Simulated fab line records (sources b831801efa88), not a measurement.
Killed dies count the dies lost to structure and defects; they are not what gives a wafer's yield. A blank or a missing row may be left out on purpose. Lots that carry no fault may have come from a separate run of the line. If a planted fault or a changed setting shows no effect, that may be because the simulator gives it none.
Chamber matching    flow gf180mcu    GF_PASSIVATION_CVD_00 on pecvd-01: 3 sister chambers
The step deposits SiO2 from TEOS, target thk 1000 nm, time 111.95 s. 18 wafers are shown with their chamber, then 9 later ones without.

== WAFERS PAIRED WITH THEIR CHAMBERS ==
wafer   chamber  heater power w (W)  rf fwd power W (W)
L909.1  2        789                 592.0
L909.4  0        430                 597.1
L909.5  2        823                 589.9
L911.1  1        559                 596.6
L911.2  0        464                 599.6
L911.4  1        595                 596.8
L913.1  0        533                 594.5
L913.3  2        706                 593.7
L913.4  2        827                 593.7
L914.1  0        472                 597.6
L914.4  2        809                 594.7
L914.5  1        591                 600.9
L915.3  0        488                 595.9
L915.5  0        530                 595.4
L915.6  1        593                 597.1
L916.1  0        541                 595.6
L916.3  1        571                 595.3
L916.4  2        873                 597.2

SIGNATURES (means of the wafers above)
reading         chamber 0  chamber 1  chamber 2  scatter within a chamber
heater power w  494.00     581.80     804.50     42.5
rf fwd power W  596.529    597.340    593.533    2.09
Rule: for each reading, subtract the chamber's mean from the wafer's reading, divide by that reading's scatter and square the result; add these up over the readings and take the root, which gives the wafer's distance from the chamber. If the next closest chamber is less than 2 further off than the closest, the wafer can't be placed; otherwise it belongs to the closest. The scatter: the root of (the sum of the squares of (reading less its chamber's mean) over the shown wafers, divided by (wafers less chambers)).

== WAFERS WITHOUT THEIR CHAMBER ==
wafer   heater power w (W)  rf fwd power W (W)
L917.1  459                 597.8
L917.3  572                 593.5
L917.4  508                 597.1
L919.1  440                 599.8
L919.2  784                 595.9
L919.3  563                 596.6
L921.1  820                 593.7
L921.3  549                 598.7
L921.6  435                 597.7

== EACH ONE'S CHAMBER ==
wafer   from the rows above      in truth
L917.1  can't be placed: 0 or 1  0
L917.3  can't be placed: 1 or 0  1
L917.4  can't be placed: 0 or 1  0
L919.1  can't be placed: 0 or 1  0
L919.2  2                        2
L919.3  can't be placed: 1 or 0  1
L921.1  2                        2
L921.3  can't be placed: 1 or 0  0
L921.6  can't be placed: 0 or 1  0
Correctly placed: 2 of 9. Not placeable from these rows: 7 (in 7, the candidates include the true chamber). Number placed wrongly: 0.
